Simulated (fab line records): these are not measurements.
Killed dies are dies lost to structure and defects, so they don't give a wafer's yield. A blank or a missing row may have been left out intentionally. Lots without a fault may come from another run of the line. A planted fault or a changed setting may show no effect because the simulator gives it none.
fab line records	flow gf180mcu
record: lots: 12	wafers: 36	lastDay: 34
route steps=602 shown STI@3 MVSD@74 VT_IMPLANT@110 DUAL_GATE@144
lots untouched by any fault: they come from a run of this same line in which no faults occurred
startH: hours from the record's first day to the start of the lot's first wafer shown	waitH: hours from the lot's prior step to this one	" as in the row above	L1.1+2: a row that stands for several wafers	- no value, or no start given	* or withheld: withheld	< > ~ a bound
route shown NAME@n: names a module that has steps shown in the file, with the first one's number in the route	usual: mean/standard deviation of fault-free wafers	same: alike in all rows	chamber/n: place in a boat	sites: the reading at each site	_std_site: their standard deviation	_edge_site: the outer-site mean with the inner-site mean subtracted	radiusMm: how far each site lies from the wafer's centre	mask NAME#n: copy n	behind: the tool/chamber that last shaped the wafer	hold: cause of the lot's hold/its duration in hours/its outcome	device: names the non-switching transistor (n, p or np)	end of line: at the end of the route, the tests of the same wafers	a step given without rows: its recipe and nothing more	killed: dies lost to structure and defects at the first sort, not the wafer's yield	map: per-die view of a wafer (x killed, . not killed, _ where there is no die)
set.NAME: setting as actually run; set.NAME@STEP: the setting as run at that earlier step	model.NAME: the simulator's own value behind a step, which no gauge read
route steps across a sampled set of lots; one table per step, one row per wafer
services: from which hour (startH, from the record's first day; less than 0 if before it) a tool's chamber was out of use, for how many hours, and why
== steps ==
step: GF_STI_THK_MEAS_02
recipe: reads: SiO2_of_STI_OXIDATION_01
usual: STI_OXIDATION_THK: 9.96/0.21
lot.wafer	tool	chamber	startH	waitH	STI_OXIDATION_THK[nm]
L740.1	filmMetro-02	-	17.42	0.0	10.39
L740.2	"	-	"	"	10.21
L740.6	"	-	"	"	10.37
L741.1	filmMetro-04	-	22.35	0.0	9.94
L741.2	"	-	"	"	10.03
L741.5	"	-	"	"	9.96
L742.2	filmMetro-03	-	26.77	0.0	9.93
L742.3	"	-	"	"	10.17
L742.5	"	-	"	"	10.02
L746.1	filmMetro-04	-	46.51	0.0	9.68
L746.2	"	-	"	"	9.80
L746.4	"	-	"	"	9.71
L748.2	filmMetro-03	-	57.64	0.0	9.65
L748.4	"	-	"	"	9.59
L748.6	"	-	"	"	9.65
L749.2	filmMetro-02	-	62.08	0.0	9.64
L749.5	"	-	"	"	9.74
L749.6	"	-	"	"	9.66
L750.2	filmMetro-02	-	66.73	0.0	9.76
L750.3	"	-	"	"	9.76
L750.4	"	-	"	"	9.79
L752.3	filmMetro-04	-	77.46	0.0	10.18
L752.5	"	-	"	"	10.01
L752.6	"	-	"	"	10.23
L756.1	filmMetro-02	-	96.98	0.0	9.96
L756.3	"	-	"	"	9.93
L756.4	"	-	"	"	10.13
L758.1	filmMetro-04	-	106.51	0.0	10.16
L758.3	"	-	"	"	10.18
L758.4	"	-	"	"	10.08
L760.2	filmMetro-04	-	116.63	0.0	10.13
L760.3	"	-	"	"	10.09
L760.4	"	-	"	"	10.01
L761.1	filmMetro-02	-	121.51	0.0	9.77
L761.3	"	-	"	"	10.04
L761.5	"	-	"	"	9.88
step: GF_MVSD_IMPLANT_08
recipe: species: P	energyKev: 400	doseCm2: 1.6e+13	tiltDeg: 0
usual: beamOnS: 9.98/0.22	tiltDeg: 0.000/0.018
same: implantIonAmu: 31
lot.wafer	tool	chamber	startH	waitH	beamOnS	tiltDeg
L740.1	implanter-02	0	88.68	0.0	10.15	-0.011
L740.2	"	0	"	"	10.08	-0.006
L740.6	"	0	"	"	9.75	-0.008
L741.1	implanter-02	0	95.12	0.0	9.78	0.025
L741.2	"	0	"	"	10.18	0.009
L741.5	"	0	"	"	9.87	0.007
L742.2	implanter-04	0	101.15	0.0	9.85	0.020
L742.3	"	0	"	"	10.15	-0.015
L742.5	"	0	"	"	10.04	0.006
L746.1	implanter-02	0	123.37	0.0	9.85	12.002
L746.2	"	0	"	"	9.78	11.961
L746.4	"	0	"	"	10.35	11.982
L748.2	implanter-03	0	134.60	0.0	10.19	0.003
L748.4	"	0	"	"	9.89	0.003
L748.6	"	0	"	"	9.95	0.018
L749.2	implanter-03	0	141.64	0.0	10.39	0.002
L749.5	"	0	"	"	9.97	-0.002
L749.6	"	0	"	"	10.17	-0.018
L750.2	implanter-02	0	145.59	0.0	9.49	11.990
L750.3	"	0	"	"	9.82	11.967
L750.4	"	0	"	"	10.08	11.970
L752.3	implanter-03	0	159.42	0.1	9.90	0.009
L752.5	"	0	"	"	10.04	-0.037
L752.6	"	0	"	"	10.02	0.006
L756.1	implanter-03	0	181.48	0.2	9.73	0.016
L756.3	"	0	"	"	9.82	-0.006
L756.4	"	0	"	"	9.55	0.015
L758.1	implanter-03	0	191.37	0.0	10.37	0.001
L758.3	"	0	"	"	10.54	0.010
L758.4	"	0	"	"	9.90	0.011
L760.2	implanter-02	0	205.74	0.0	10.07	-0.015
L760.3	"	0	"	"	10.15	-0.021
L760.4	"	0	"	"	10.13	-0.034
L761.1	implanter-02	0	211.17	0.0	10.11	0.015
L761.3	"	0	"	"	9.50	0.015
L761.5	"	0	"	"	9.91	0.027
step: GF_MVSD_TW_MEAS_11
usual: MVSD_TW: 1575/20
lot.wafer	tool	chamber	startH	waitH	MVSD_TW
L740.1	filmMetro-01	-	89.08	0.1	1562
L740.2	"	-	"	"	1568
L740.6	"	-	"	"	1563
L741.1	filmMetro-04	-	95.52	0.1	1571
L741.2	"	-	"	"	1570
L741.5	"	-	"	"	1582
L742.2	filmMetro-01	-	101.54	0.1	1555
L742.3	"	-	"	"	1555
L742.5	"	-	"	"	1560
L746.1	filmMetro-04	-	123.77	0.1	1758
L746.2	"	-	"	"	1753
L746.4	"	-	"	"	1750
L748.2	filmMetro-03	-	134.98	0.1	1617
L748.4	"	-	"	"	1615
L748.6	"	-	"	"	1618
L749.2	filmMetro-04	-	142.03	0.1	1577
L749.5	"	-	"	"	1583
L749.6	"	-	"	"	1590
L750.2	filmMetro-01	-	145.98	0.1	1738
L750.3	"	-	"	"	1747
L750.4	"	-	"	"	1739
L752.3	filmMetro-01	-	159.79	0.1	1566
L752.5	"	-	"	"	1557
L752.6	"	-	"	"	1564
L756.1	filmMetro-04	-	181.88	0.1	1569
L756.3	"	-	"	"	1568
L756.4	"	-	"	"	1568
L758.1	filmMetro-04	-	191.77	0.1	1568
L758.3	"	-	"	"	1568
L758.4	"	-	"	"	1565
L760.2	filmMetro-03	-	206.13	0.1	1605
L760.3	"	-	"	"	1606
L760.4	"	-	"	"	1609
L761.1	filmMetro-03	-	211.57	0.1	1619
L761.3	"	-	"	"	1615
L761.5	"	-	"	"	1608
step: GF_VT_IMPLANT_STRIP_20
recipe: chemistry: O2/N2	powerW: 1400	pressureMtorr: 1500	platenTempC: 250	o2FlowSccm: 3000	n2FlowSccm: 300	overashFraction: 0.5
usual: drypumpMotorCurrentA: 5.77/0.23	heaterPowerW: 318/37	oesProductAu: 0.716/0.0048	stripTimeToEndpointS: 12.61/0.037
lot.wafer	tool	chamber	startH	waitH	drypumpMotorCurrentA	heaterPowerW	oesProductAu	rfHoursCounterH	stripTimeToEndpointS
L740.1	plasmaAsher-04	1	132.97	0.1	5.75	327	0.712	50	12.61
L740.2	"	0	"	"	6.26	244	0.714	50	12.62
L740.6	"	1	"	"	5.71	327	0.715	-	12.58
L741.1	plasmaAsher-01	0	140.36	0.1	5.93	324	0.716	33	12.66
L741.2	"	1	"	"	5.56	362	0.708	33	12.65
L741.5	"	0	"	"	5.91	327	0.715	-	12.72
L742.2	plasmaAsher-04	0	146.46	0.1	6.25	243	0.710	51	12.65
L742.3	"	0	"	"	6.26	246	0.718	-	12.63
L742.5	"	1	"	"	5.72	327	0.725	-	12.68
L746.1	plasmaAsher-02	1	170.84	0.1	5.61	303	0.717	52	12.57
L746.2	"	0	"	"	5.57	323	0.720	52	12.53
L746.4	"	0	"	"	5.59	316	0.713	-	12.52
L748.2	plasmaAsher-02	0	182.57	0.1	5.60	316	0.709	54	12.60
L748.4	"	0	"	"	5.60	319	0.721	-	12.58
L748.6	"	1	"	"	5.61	308	0.713	-	12.58
L749.2	plasmaAsher-01	1	190.66	0.1	5.58	361	0.712	39	12.61
L749.5	"	0	"	"	5.94	327	0.714	-	12.61
L749.6	"	1	"	"	5.57	367	0.724	-	12.60
L750.2	plasmaAsher-04	0	195.36	0.1	6.24	237	0.716	56	12.57
L750.3	"	1	"	"	5.72	315	0.711	-	12.57
L750.4	"	0	"	"	6.24	244	0.714	-	12.56
L752.3	plasmaAsher-01	1	209.00	0.1	5.55	367	0.705	-	12.59
L752.5	"	1	"	"	5.56	359	0.723	-	12.62
L752.6	"	0	"	"	5.88	323	0.711	-	12.61
L756.1	plasmaAsher-01	0	233.36	0.1	5.89	320	0.717	43	12.57
L756.3	"	1	"	"	5.57	361	0.722	-	12.55
L756.4	"	0	"	"	5.88	320	0.715	-	12.57
L758.1	plasmaAsher-04	1	244.31	0.1	5.71	326	0.721	62	12.64
L758.3	"	0	"	"	6.25	245	0.718	-	12.64
L758.4	"	1	"	"	5.71	322	0.716	-	12.60
L760.2	plasmaAsher-04	1	261.16	0.1	5.68	318	0.723	64	12.61
L760.3	"	1	"	"	5.69	316	0.718	-	12.58
L760.4	"	0	"	"	6.25	243	0.723	-	12.60
L761.1	plasmaAsher-02	1	267.66	0.1	5.59	307	0.715	62	12.63
L761.3	"	1	"	"	5.60	313	0.713	-	12.64
L761.5	"	1	"	"	5.59	309	0.715	-	12.67
step: GF_VT_IMPLANT_RS_MEAS_46
recipe: thkMeasGauge: four-point-probe
usual: MVSD_RS: 456.5/1.2
lot.wafer	tool	chamber	startH	waitH	MVSD_RS[ohm/sq]
L740.1	filmMetro-03	-	164.47	0.1	457.1
L740.2	"	-	"	"	457.2
L740.6	"	-	"	"	457.6
L741.1	filmMetro-03	-	171.93	0.1	457.8
L741.2	"	-	"	"	457.4
L741.5	"	-	"	"	457.1
L742.2	filmMetro-03	-	179.07	0.1	456.8
L742.3	"	-	"	"	458.7
L742.5	"	-	"	"	458.5
L746.1	filmMetro-03	-	203.98	0.1	-
L746.2	"	-	"	"	-
L746.4	"	-	"	"	-
L748.2	filmMetro-03	-	216.61	0.1	455.9
L748.4	"	-	"	"	455.5
L748.6	"	-	"	"	456.6
L749.2	filmMetro-03	-	225.30	0.1	456.4
L749.5	"	-	"	"	456.3
L749.6	"	-	"	"	456.2
L750.2	filmMetro-04	-	230.90	0.1	-
L750.3	"	-	"	"	-
L750.4	"	-	"	"	-
L752.3	filmMetro-03	-	245.41	0.1	456.8
L752.5	"	-	"	"	455.4
L752.6	"	-	"	"	457.0
L756.1	filmMetro-04	-	271.92	0.1	457.1
L756.3	"	-	"	"	456.6
L756.4	"	-	"	"	457.5
L758.1	filmMetro-04	-	283.08	0.1	456.8
L758.3	"	-	"	"	456.2
L758.4	"	-	"	"	456.5
L760.2	filmMetro-01	-	299.84	0.1	454.8
L760.3	"	-	"	"	454.6
L760.4	"	-	"	"	455.3
L761.1	filmMetro-03	-	308.07	0.1	456.8
L761.3	"	-	"	"	455.6
L761.5	"	-	"	"	454.9
step: GF_DUAL_GATE_THK_MEAS_03
recipe: reads: SiO2_of_DUAL_GATE_OXIDATION_02
usual: DUAL_GATE_OXIDATION_00_THK: 10.96/0.18
lot.wafer	tool	chamber	startH	waitH	DUAL_GATE_OXIDATION_00_THK[nm]
L740.1	filmMetro-03	-	167.55	0.0	10.87
L740.2	"	-	"	"	10.98
L740.6	"	-	"	"	11.15
L741.1	filmMetro-04	-	174.10	0.0	11.17
L741.2	"	-	"	"	11.27
L741.5	"	-	"	"	11.17
L742.2	filmMetro-03	-	182.05	0.0	10.91
L742.3	"	-	"	"	10.88
L742.5	"	-	"	"	10.68
L746.1	filmMetro-04	-	206.09	0.0	10.59
L746.2	"	-	"	"	10.57
L746.4	"	-	"	"	10.62
L748.2	filmMetro-04	-	218.75	0.0	10.65
L748.4	"	-	"	"	10.63
L748.6	"	-	"	"	10.69
L749.2	filmMetro-02	-	228.28	0.0	10.79
L749.5	"	-	"	"	11.11
L749.6	"	-	"	"	10.97
L750.2	filmMetro-02	-	233.02	0.0	10.96
L750.3	"	-	"	"	10.86
L750.4	"	-	"	"	10.98
L752.3	filmMetro-02	-	247.98	0.0	11.15
L752.5	"	-	"	"	11.08
L752.6	"	-	"	"	11.18
L756.1	filmMetro-03	-	274.04	0.0	10.80
L756.3	"	-	"	"	10.75
L756.4	"	-	"	"	10.73
L758.1	filmMetro-02	-	287.95	0.0	10.97
L758.3	"	-	"	"	10.95
L758.4	"	-	"	"	10.98
L760.2	filmMetro-02	-	301.94	0.0	10.85
L760.3	"	-	"	"	11.02
L760.4	"	-	"	"	10.86
L761.1	filmMetro-04	-	310.57	0.0	10.95
L761.3	"	-	"	"	11.02
L761.5	"	-	"	"	10.78
== services ==
tool	chamber	startH	hours	kind
implanter-03	-	69.09	2.6	repair
implanter-04	-	70.28	3.5	pm
implanter-03	-	104.71	5.1	repair
implanter-03	-	122.71	4.5	repair
implanter-02	-	150.49	1.2	repair
plasmaAsher-04	-	156.39	1.5	repair
implanter-04	-	166.78	11.2	repair
implanter-03	-	171.25	3.2	pm
implanter-04	-	178.03	18.0	pm
implanter-02	-	179.85	2.6	pm
implanter-02	-	190.87	0.5	repair
implanter-03	-	215.94	6.1	repair
implanter-02	-	216.28	1.3	repair
plasmaAsher-02	-	220.73	1.0	repair
plasmaAsher-01	-	255.45	1.1	repair
plasmaAsher-01	-	256.44	1.5	repair
== key ==
firstSign: step: GF_MVSD_IMPLANT_08	reading: tiltDeg	direction: up	sigmas: 99+	usual: 0.000	struck: 11.979
effect: step: GF_MVSD_TW_MEAS_11	reading: MVSD_TW	direction: up	sigmas: 8.8	usual: 1575	struck: 1748
effect: step: GF_VT_IMPLANT_RS_MEAS_46	reading: MVSD_RS	direction: missing
metAt GF_MVSD_IMPLANT_08
struckLots L746,L750
testerLeftOut L746,L750
notActingAt GF_STI_THK_MEAS_02,GF_VT_IMPLANT_STRIP_20,GF_DUAL_GATE_THK_MEAS_03
onsetBetween 95.12 123.37
fault: kind: processParameterDrift	tool: implanter-02	chamber: -	onsetH: 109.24	steps: GF_MVSD_IMPLANT_08	channel: tiltDeg	offset: 11.975	shape: step	endH: 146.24	actsIn: theseRecipesOnly	stated: 0
testerLeftOut: of these lots the tester's yield and bins aren't shown, on N5 and GAA mostly nor the transistor test; their killed dies are dies lost to structure and defects alone, not to doping, threshold or leakage, so they don't give the yield
